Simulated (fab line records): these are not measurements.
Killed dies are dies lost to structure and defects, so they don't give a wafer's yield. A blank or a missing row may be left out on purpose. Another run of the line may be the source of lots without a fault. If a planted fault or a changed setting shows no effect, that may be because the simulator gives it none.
Which tool did it? ; flow gf180mcu ; 13 lots with 39 wafers sampled at 5 steps, on a route of 602 steps

== WHAT THE GAUGES READ, wafer by wafer ==
GF_V4_CD_MEAS_14 targets a cd of 260 nm.
lot;measured;on;cd-nm (nm)
L524;day 24 04:34;cd-sem-02;263.0 261.0 261.9
L525;day 24 12:37;cd-sem-02;261.4 260.7 262.1
L527;day 25 14:16;cd-sem-02;256.4 255.1 254.3
L528;day 25 21:54;cd-sem-02;255.4 254.8 255.6
L529;day 26 06:14;cd-sem-02;260.9 261.2 260.8
L531;day 26 13:42;cd-sem-02;260.1 259.8 260.0
L537;day 28 18:57;cd-sem-02;259.9 257.9 258.7
L538;day 29 10:46;cd-sem-01;258.9 259.3 257.9
L542;day 30 10:08;cd-sem-01;259.3 260.6 261.6
L543;day 30 11:04;cd-sem-02;260.9 261.2 261.6
L545;day 30 22:19;cd-sem-02;259.7 259.1 259.6
L546;day 31 01:04;cd-sem-01;261.1 261.6 260.1
L547;day 31 08:14;cd-sem-01;261.0 261.1 262.6

GF_V4_RS_MEAS_24: the measuring method here is four-point-probe.
lot;measured;on;V4_W_RS (ohm/sq)
L524;day 24 05:37;film-metro-04;0.336 0.336 0.330
L525;day 24 13:40;film-metro-04;0.327 0.328 0.330
L527;day 25 15:23;film-metro-03;0.331 0.331 0.333
L528;day 25 22:58;film-metro-03;0.335 0.338 0.322
L529;day 26 07:16;film-metro-03;0.330 0.329 0.329
L531;day 26 14:47;film-metro-02;0.320 0.339 0.317
L537;day 28 20:01;film-metro-03;0.326 0.326 0.329
L538;day 29 11:49;film-metro-02;0.329 0.324 0.331
L542;day 30 11:10;film-metro-04;0.330 0.328 0.331
L543;day 30 12:07;film-metro-03;0.337 0.333 0.333
L545;day 30 23:23;film-metro-04;0.329 0.328 0.328
L546;day 31 02:08;film-metro-02;0.327 0.329 0.329
L547;day 31 09:16;film-metro-02;0.330 0.333 0.331

== WHAT TOOL EACH LOT RAN ON (gives the tool, then ch and the chambers of the sampled wafers, and finally the start) ==
lot;GF_V3_SPUTTER_22;GF_V4_PEB_12;GF_V4_CVD_23
L524;pvd-sputter-03, day 22 04:22;litho-track-04 ch 0, day 24 04:13;cvd-w-01 ch 0,1, day 24 05:30
L525;pvd-sputter-02, day 22 13:29;litho-track-04 ch 0, day 24 12:16;cvd-w-01 ch 0,1, day 24 13:33
L527;pvd-sputter-04, day 23 16:53;litho-track-04 ch 0, day 25 13:55;cvd-w-01 ch 0,1, day 25 15:17
L528;pvd-sputter-04, day 23 23:40;litho-track-04 ch 0, day 25 21:27;cvd-w-02 ch 0,1, day 25 22:50
L529;pvd-sputter-04, day 24 09:17;litho-track-02 ch 0, day 26 05:53;cvd-w-01 ch 0,1, day 26 07:09
L531;pvd-sputter-02, day 24 16:29;litho-track-02 ch 0, day 26 13:22;cvd-w-02 ch 0,1, day 26 14:40
L537;pvd-sputter-04, day 27 01:58;litho-track-03 ch 0, day 28 18:38;cvd-w-01 ch 0,1, day 28 19:54
L538;pvd-sputter-04, day 27 17:55;litho-track-04 ch 0, day 29 10:25;cvd-w-01 ch 0,1, day 29 11:42
L542;pvd-sputter-02, day 28 18:15;litho-track-04 ch 0, day 30 09:48;cvd-w-01 ch 0,1, day 30 11:02
L543;pvd-sputter-03, day 28 18:28;litho-track-04 ch 0, day 30 10:43;cvd-w-01 ch 0,1, day 30 11:59
L545;pvd-sputter-04, day 29 06:32;litho-track-03 ch 0, day 30 21:58;cvd-w-02 ch 1, day 30 23:16
L546;pvd-sputter-02, day 29 10:26;litho-track-04 ch 0, day 31 00:43;cvd-w-01 ch 0,1, day 31 02:01
L547;pvd-sputter-03, day 29 18:13;litho-track-02 ch 0, day 31 07:53;cvd-w-01 ch 0,1, day 31 09:09
- GF_V3_SPUTTER_22: material TiN, target thk 10 nm, time 40 s.
- GF_V4_PEB_12: peb time 90 s.
- GF_V4_CVD_23: deposits W, target thk 350 nm, time 104.9 s.

== WHAT THE TOOLS THEMSELVES READ (means of the sampled wafers that have a number; where no wafer has one, the mark that the record gives instead) ==
GF_V3_SPUTTER_22.
lot;tool;throttle-valve-pct (%)
L524;pvd-sputter-03;30.3
L525;pvd-sputter-02;30.3
L527;pvd-sputter-04;29.8
L528;pvd-sputter-04;29.4
L529;pvd-sputter-04;29.4
L531;pvd-sputter-02;30.0
L537;pvd-sputter-04;30.0
L538;pvd-sputter-04;29.9
L542;pvd-sputter-02;30.6
L543;pvd-sputter-03;30.6
L545;pvd-sputter-04;29.4
L546;pvd-sputter-02;30.3
L547;pvd-sputter-03;30.0

GF_V4_PEB_12.
lot;tool;heater-power-total-W (W)
L524;litho-track-04;85.64
L525;litho-track-04;85.68
L527;litho-track-04;92.06
L528;litho-track-04;92.16
L529;litho-track-02;85.75
L531;litho-track-02;85.73
L537;litho-track-03;85.73
L538;litho-track-04;85.65
L542;litho-track-04;85.72
L543;litho-track-04;85.77
L545;litho-track-03;85.67
L546;litho-track-04;85.72
L547;litho-track-02;85.67

GF_V4_CVD_23.
lot;tool;heater-power-w (W)
L524;cvd-w-01;771
L525;cvd-w-01;773
L527;cvd-w-01;772
L528;cvd-w-02;746
L529;cvd-w-01;770
L531;cvd-w-02;833
L537;cvd-w-01;768
L538;cvd-w-01;817
L542;cvd-w-01;776
L543;cvd-w-01;752
L545;cvd-w-02;697
L546;cvd-w-01;816
L547;cvd-w-01;827

== THE ANSWER, worked out from the rows above alone ==
Rule: usual is defined by the lots themselves. The widest of any qualifying gaps counts: lots, ordered by their means at a reading, are off when they make up no more than a third of the lots, leave a main group of 4 or more, and stand apart from it by 3 or more times the standard deviation of that group's means. Not used: any main group whose means are identical at the precision the tables above print for the reading. Also off: a lot with no number at a reading for which 4 or more lots have one. Where the step has rows for the other lots, those lots are counted as sound. The gauges are gone through in route order, then the tools' own readings, and for those a lot's mean is taken as printed above. The first step at which some lot is off is used, and at that step the reading that is off furthest; a lot without a number counts as furthest.
Off: L527, L528 (GF_V4_CD_MEAS_14, cd-nm). Mean 260.5 nm and standard deviation 1.1 in the main group.
If a tool, at a process step before that reading, ran all the lots that are off and no sound lot after the first of them, it fits. The gauges at GF_V4_CD_MEAS_14 aren't tried: what is off there is off at GF_V4_PEB_12 too, on other tools, and a gauge's error can't cause that. Not one of the candidates tried fits.

== WHAT THE SIMULATOR HAD INSERTED ==
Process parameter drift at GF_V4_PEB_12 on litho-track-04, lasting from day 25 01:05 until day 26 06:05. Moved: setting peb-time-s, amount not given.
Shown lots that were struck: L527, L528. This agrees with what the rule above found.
